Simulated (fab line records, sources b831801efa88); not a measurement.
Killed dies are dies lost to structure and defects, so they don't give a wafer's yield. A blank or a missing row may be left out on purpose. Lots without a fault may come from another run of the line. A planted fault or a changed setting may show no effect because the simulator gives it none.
A struck lot beside a sound one | flow gf180mcu | 16 steps out of a route of 602
Sound: wafers L118.2, L118.3, L118.6. Struck: wafers L126.2, L126.5, L126.6. The cause comes at the end.
At each step with rows: each side's tool, then ch and its chambers, then its first start. Under that, the readings that differ: sound wafers | struck wafers | difference of the means | sigmas: that difference in standard deviations of wafers without a fault.
alike: readings whose means differ by less than 2 such deviations, and words and numbers that are the same on both sides. not compared: withheld readings, readings that some wafer has no value for, bounds like >300 that may hide the same value, and numbers for which the record gives no deviation and whose values overlap.
The two part at a step that has a row with sigmas, a row that says differs or no value, or rows on one side only. Numbers that don't overlap but have no deviation are shown without sigmas and don't part them. A reading that every wafer of one side lacks parts them only if that side has two wafers or more.

first, 6 steps without rows for these wafers: GF_M1_HMDS_08 (prime time 60 s); GF_M1_COAT_09 (resist thk 1000 nm); GF_M1_SOFTBAKE_10 (time 60 s); GF_M1_EXPOSE_11 (exposes mask Metal1, target cd 230 nm); GF_M1_PEB_12 (peb time 90 s); GF_M1_DEVELOP_13 (develop time 60 s).
GF_M1_CD_MEAS_14: target cd 230 nm.
  sound on cd_sem-01, day 18 05:37; struck on cd_sem-01, day 21 07:13
  alike: cd_nm
GF_M1_OVL_MEAS_15:
  sound on overlay-01, day 18 05:44; struck on overlay-01, day 21 07:19
  reading     | sound    | struck | difference | sigmas
  M1_OVL (nm) | -7 -8 -9 | 13 3 4 | +15        | +3
GF_M1_METAL_ETCH_16: etches the open film in Cl2/BCl3, stops on SiO2, target depth 750.8 nm, time 125.1 s.
  sound on rie_metal-04 ch 0, day 18 05:46; struck on rie_metal-03 ch 0,1, day 21 07:21
  alike: bias_w, drypump_motor_current_A, oes_product_au, throttle_valve_pct
  not compared: rf_hours_counter_h
GF_M1_STRIP_17: strips in O2/N2.
  sound on plasma_asher-03 ch 0,1, day 18 05:53; struck on plasma_asher-01 ch 0,1, day 21 07:29
  reading               | sound             | struck            | difference | sigmas
  oes_product_au (a.u.) | 0.528 0.532 0.531 | 0.542 0.542 0.536 | +0.010     | +2
  alike: drypump_motor_current_A, heater_power_w, strip_time_to_endpoint_s
  not compared: rf_hours_counter_h
then, 2 steps without rows for these wafers: GF_M1_STRIP_18 (strips in post etch residue remover, time 1200 s); GF_M1_CLEAN_19 (cleans in DIW).
GF_V1_CVD_00: deposits SiO2, target thk 600 nm, time 100 s.
  sound on hdpcvd-01 ch 0,1,2, day 18 06:27; struck on hdpcvd-01 ch 0,2, day 21 08:10
  reading                             | sound             | struck            | difference | sigmas
  sih4_flow_sccm (sccm)               | 59.90 60.32 59.85 | 47.86 48.13 48.01 | -12.02     | -67
  model.SiO2_of_V1_CVD_00.thk_nm (nm) | 597.4 605.4 594.5 | 480.5 492.4 478.7 | -115.2     |
GF_V1_THK_MEAS_01:
  sound on film_metro-02, day 18 06:32; struck on film_metro-02, day 21 08:14
  reading            | sound       | struck      | difference | sigmas
  V1_CVD_00_THK (nm) | 598 605 594 | 481 492 479 | -115       | -21
GF_V1_CVD_02: deposits SiO2 from TEOS, target thk 850 nm, time 94.851 s.
  sound on pecvd-04 ch 0,1, day 18 06:35; struck on pecvd-03 ch 0,1,2, day 21 08:17
  alike: heater_power_w
  not compared: since_wet_clean_h
-- the record jumps here: 11 days lie between the struck wafers' starts before and after (it left off in module V1 and takes up again in module PASSIVATION, whose first step shown is number 602 of the route) --
GF_PASSIVATION_PROBE_99:
  the record has rows for the struck wafers here (prober-01, day 32 04:29) and none for the sound ones

WHERE THEY PART
First at GF_M1_OVL_MEAS_15; last, within this record, at GF_PASSIVATION_PROBE_99.

WHY: what the simulator had put in
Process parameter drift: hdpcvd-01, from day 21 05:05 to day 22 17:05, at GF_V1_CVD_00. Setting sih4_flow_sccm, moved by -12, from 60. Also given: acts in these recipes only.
